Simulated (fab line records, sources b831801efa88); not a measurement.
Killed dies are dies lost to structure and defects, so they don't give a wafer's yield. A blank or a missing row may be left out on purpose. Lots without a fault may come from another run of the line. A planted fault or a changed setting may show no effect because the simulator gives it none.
Chamber matching | flow gf180mcu | GF_V2_ETCH_16 on rie_diel-01: 4 sister chambers
The step etches BARC in N2/H2. 20 wafers are shown with their chamber, then 10 later ones without.

WAFERS WITH THEIR CHAMBER
wafer  | chamber | oes_product_au (a.u.) | bias_w (W) | throttle_valve_pct (%)
L074.2 | 2       | 0.857                 | 100.04     | 13.228
L074.5 | 0       | 0.859                 | 100.10     | 13.222
L074.6 | 1       | 0.861                 | 100.15     | 13.227
L075.3 | 2       | 0.849                 | 99.84      | 13.209
L075.5 | 1       | 0.864                 | 99.83      | 13.224
L075.6 | 0       | 0.854                 | 99.93      | 13.208
L078.2 | 1       | 0.859                 | 99.96      | 13.250
L078.3 | 0       | 0.857                 | 99.93      | 13.218
L078.5 | 3       | 0.856                 | 99.80      | 13.229
L080.2 | 2       | 0.854                 | 99.44      | 13.221
L080.3 | 0       | 0.844                 | 99.99      | 13.232
L080.5 | 0       | 0.860                 | 100.21     | 13.224
L081.4 | 0       | 0.851                 | 100.46     | 13.217
L081.5 | 1       | 0.859                 | 100.10     | 13.234
L081.6 | 3       | 0.863                 | 100.13     | 13.224
L084.2 | 3       | 0.854                 | 100.36     | 13.214
L084.4 | 1       | 0.856                 | 99.79      | 13.220
L084.6 | 1       | 0.857                 | 100.25     | 13.227
L085.1 | 0       | 0.853                 | 100.04     | 13.233
L085.5 | 3       | 0.858                 | 100.15     | 13.232

SIGNATURES (means of the wafers above)
reading            | chamber 0 | chamber 1 | chamber 2 | chamber 3 | scatter within a chamber
oes_product_au     | 0.85400   | 0.85933   | 0.85333   | 0.85775   | 0.00432
bias_w             | 100.0943  | 100.0133  | 99.7733   | 100.1100  | 0.214
throttle_valve_pct | 13.22200  | 13.23033  | 13.21933  | 13.22475  | 0.00936
Rule: a wafer's distance from a chamber is the root of the sum, over the readings, of the square of ((its reading less the chamber's mean) divided by the reading's scatter). The wafer belongs to the nearest chamber; if the next one is less than 2 further off, it can't be placed. The scatter: the root of (the sum of the squares of (reading less its chamber's mean) over the shown wafers, divided by (wafers less chambers)).

WAFERS WITHOUT THEIR CHAMBER
wafer  | oes_product_au (a.u.) | bias_w (W) | throttle_valve_pct (%)
L085.6 | 0.848                 | 99.88      | 13.235
L093.3 | 0.851                 | 100.24     | 13.219
L093.4 | 0.855                 | 100.38     | 13.239
L093.5 | 0.852                 | 100.42     | 13.211
L095.2 | 0.849                 | 100.04     | 13.228
L095.5 | 0.856                 | 100.13     | 13.222
L095.6 | 0.852                 | 99.80      | 13.233
L096.2 | 0.858                 | 100.15     | 13.227
L096.3 | 0.852                 | 100.23     | 13.230
L096.5 | 0.854                 | 99.83      | 13.221

WHICH CHAMBER EACH WENT THROUGH
wafer  | from the rows above               | in truth
L085.6 | can't be placed: 2 or 0 or 3 or 1 | 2
L093.3 | can't be placed: 0 or 3 or 2 or 1 | 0
L093.4 | can't be placed: 3 or 1 or 0 or 2 | 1
L093.5 | can't be placed: 0 or 3 or 2 or 1 | 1
L095.2 | can't be placed: 0 or 2 or 3 or 1 | 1
L095.5 | can't be placed: 0 or 3 or 1 or 2 | 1
L095.6 | can't be placed: 2 or 0 or 1 or 3 | 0
L096.2 | can't be placed: 3 or 1 or 0 or 2 | 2
L096.3 | can't be placed: 0 or 3 or 1 or 2 | 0
L096.5 | can't be placed: 2 or 0 or 3 or 1 | 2
Placed correctly: 0 of 10. Can't be placed from these rows: 10 (the true chamber is among the candidates in 10). Placed wrongly: 0.
